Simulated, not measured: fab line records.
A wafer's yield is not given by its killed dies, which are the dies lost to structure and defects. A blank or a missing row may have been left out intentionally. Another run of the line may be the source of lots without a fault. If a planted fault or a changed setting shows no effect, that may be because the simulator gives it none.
The tool behind it: which one? ; flow sfqLine ; at 1 step of a route of 325, 6 lots with 18 wafers sampled

WHAT THE GAUGES SHOWED, per wafer
SFQ_INCOMING_BOW_MEAS_900.
lot;measured;on;INCOMING_BOW (um)
L333;day 1 15:00;filmMetro-02;3 -2 4
L335;day 2 01:01;filmMetro-04;11 -1 3
L337;day 2 11:00;filmMetro-02;1 5 2
L339;day 2 21:01;filmMetro-01;-7 -2 2
L348;day 4 18:00;filmMetro-04;-9 -6 -7
L354;day 6 00:00;filmMetro-04;10 -8 14

WHICH TOOL RAN EACH LOT (tool, then ch and the chambers of the sampled wafers, then the start)
The record holds no process step before these readings.

THE ANSWER, worked out from the rows above alone
Rule: usual is defined by the lots themselves. The widest of any qualifying gaps counts: lots, ordered by their means at a reading, are off when they make up no more than a third of the lots, leave a main group of 4 or more, and stand apart from it by 3 or more times the standard deviation of that group's means. If all means in a main group match to the digits the tables above print for the reading, that group is not used. A lot without any number at a reading at which 4 lots or more have one is off too. All remaining lots with rows at the step are treated as sound.
Nothing can be told from this: no lot is off at any reading shown.

WHAT THE SIMULATOR PUT IN
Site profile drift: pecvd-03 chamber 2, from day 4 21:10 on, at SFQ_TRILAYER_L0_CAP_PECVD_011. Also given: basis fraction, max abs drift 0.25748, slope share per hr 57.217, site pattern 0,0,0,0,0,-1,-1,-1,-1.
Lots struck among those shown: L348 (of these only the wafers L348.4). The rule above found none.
